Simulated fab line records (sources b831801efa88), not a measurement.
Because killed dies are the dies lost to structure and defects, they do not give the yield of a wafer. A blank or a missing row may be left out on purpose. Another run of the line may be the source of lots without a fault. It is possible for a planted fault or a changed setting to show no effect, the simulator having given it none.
Split-lot experiment -- flow gf180mcu -- on a route of 602 steps: 5 lots, 23 wafers read

## THE SPLIT
At GF_TOP_METAL_SPUTTER_02 (material AlCu, target thk 900 nm, time 47.82 s), the setting power-w was moved away from the recipe's 10600 W on 12 of the 23 wafers read, by -11.5% to +10.7%. All remaining wafers had this setting at the recipe value.

## FROM THE SPLIT TO THE READING: what the file shows between them, 3 steps
- GF_TOP_METAL_SPUTTER_03: material Ti, target thk 5 nm, time 3.3 s
- GF_TOP_METAL_SPUTTER_04: material TiN, target thk 25 nm, time 20.8 s
- GF_TOP_METAL_RS_MEAS_05: measures by four-point-probe

## THE READING
TOP_METAL_ALCU_THK, in nm, at GF_TOP_METAL_THK_MEAS_06 (measures by xrf). On this fab line, fault-free wafers typically give 909 nm with a standard deviation of 11 nm.

wafer,"tool, chamber at the split","power-w as run, W",against the recipe,"TOP_METAL_ALCU_THK, nm",against lot-mates on the recipe
L076.1,"pvd-sputter-04, -",11730,+10.7%,1024,+108
L076.2,"pvd-sputter-04, -",10600,recipe,916,-
L076.3,"pvd-sputter-04, -",11730,+10.7%,1018,+102
L076.4,"pvd-sputter-04, -",10600,recipe,916,-
L076.6,"pvd-sputter-04, -",11730,+10.7%,1025,+109
L079.2,"pvd-sputter-04, -",10600,recipe,905,-
L079.4,"pvd-sputter-04, -",10600,recipe,910,-
L079.5,"pvd-sputter-04, -",10600,recipe,907,-
L080.1,"pvd-sputter-03, -",10600,recipe,889,-
L080.2,"pvd-sputter-03, -",9379,-11.5%,792,-96
L080.3,"pvd-sputter-03, -",10600,recipe,888,-
L080.5,"pvd-sputter-03, -",9379,-11.5%,786,-102
L080.6,"pvd-sputter-03, -",9379,-11.5%,792,-96
L081.1,"pvd-sputter-04, -",11020,+4.0%,952,+28
L081.2,"pvd-sputter-04, -",10600,recipe,924,-
L081.3,"pvd-sputter-04, -",11020,+4.0%,944,+20
L081.4,"pvd-sputter-04, -",11020,+4.0%,955,+30
L081.6,"pvd-sputter-04, -",10600,recipe,925,-
L083.1,"pvd-sputter-01, -",9871,-6.9%,868,-46
L083.2,"pvd-sputter-01, -",9871,-6.9%,871,-42
L083.4,"pvd-sputter-01, -",10600,recipe,914,-
L083.5,"pvd-sputter-01, -",10600,recipe,913,-
L083.6,"pvd-sputter-01, -",9871,-6.9%,866,-48

THE FIT
A straight line over all 23 wafers: TOP_METAL_ALCU_THK changes by +9.83 nm for each +1% of power-w; r = +0.98; the points scatter about the line by 13 nm.
The same after taking each lot's own level away (the mean of its wafers on the recipe; 23 wafers): +8.7 nm for each +1%; r = +0.99; scatter 8.2 nm.
The reading moves by 1e+02 nm for the largest change in power-w, on that fit.
The span of the lots' own levels, 888.5 to 924.5 nm, comes to 3.3 times the standard deviation stated above.
Hence the slope depends on the lot-to-lot level, as the two fits are not the same.
Check: with one of the wafers moved furthest among these (-11.5%) left out of the fit, the line predicts -97.7 nm for it against its lot-mates. It came out at -96.5 nm against them.

## OTHER SPLITS ON THESE WAFERS
Before the reading, these wafers also passed through other splits. Each is held against what the fit with the lots' levels taken away leaves over:
other split on the same wafers,wafers away from the commonest value,r with TOP_METAL_ALCU_THK (lot level and that fit taken away)
GF_V2_SPUTTER_22 time-s,10,+0.00
GF_M3_COAT_09 resist-thk-nm,8,+0.20
GF_V4_CVD_00 sih4-flow-sccm,8,+0.15
GF_V4_SPUTTER_21 chamber-pressure-pa,18,-0.65
GF_MIM_SPUTTER_09 time-s,4,+0.29
GF_MIM_EXPOSE_16 dose-mj,11,+0.42
GF_M5_EXPOSE_04 dose-mj,8,+0.22

## THE WHOLE CHAIN: every reading that the file lists as answering this split, in the file's order
step,what it does,reading,change (the file's fit),r (the file's)
GF_TOP_METAL_SPUTTER_02,"material AlCu, target thk 900 nm, time 47.82 s","AlCu_of_TOP_METAL_SPUTTER_02.thk-nm (the simulator's own value, which no gauge read)",+8.7 nm for each +1% of the setting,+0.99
GF_TOP_METAL_RS_MEAS_05,measures by four-point-probe,TOP_METAL_ALCU_RS,-0.000322 for each +1% of the setting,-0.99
GF_TOP_METAL_THK_MEAS_06,measures by xrf,TOP_METAL_ALCU_THK,+8.69 for each +1% of the setting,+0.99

## FILE'S OWN FIT
TOP_METAL_ALCU_THK changes by +8.69 nm for each +1% of power-w, r = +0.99.
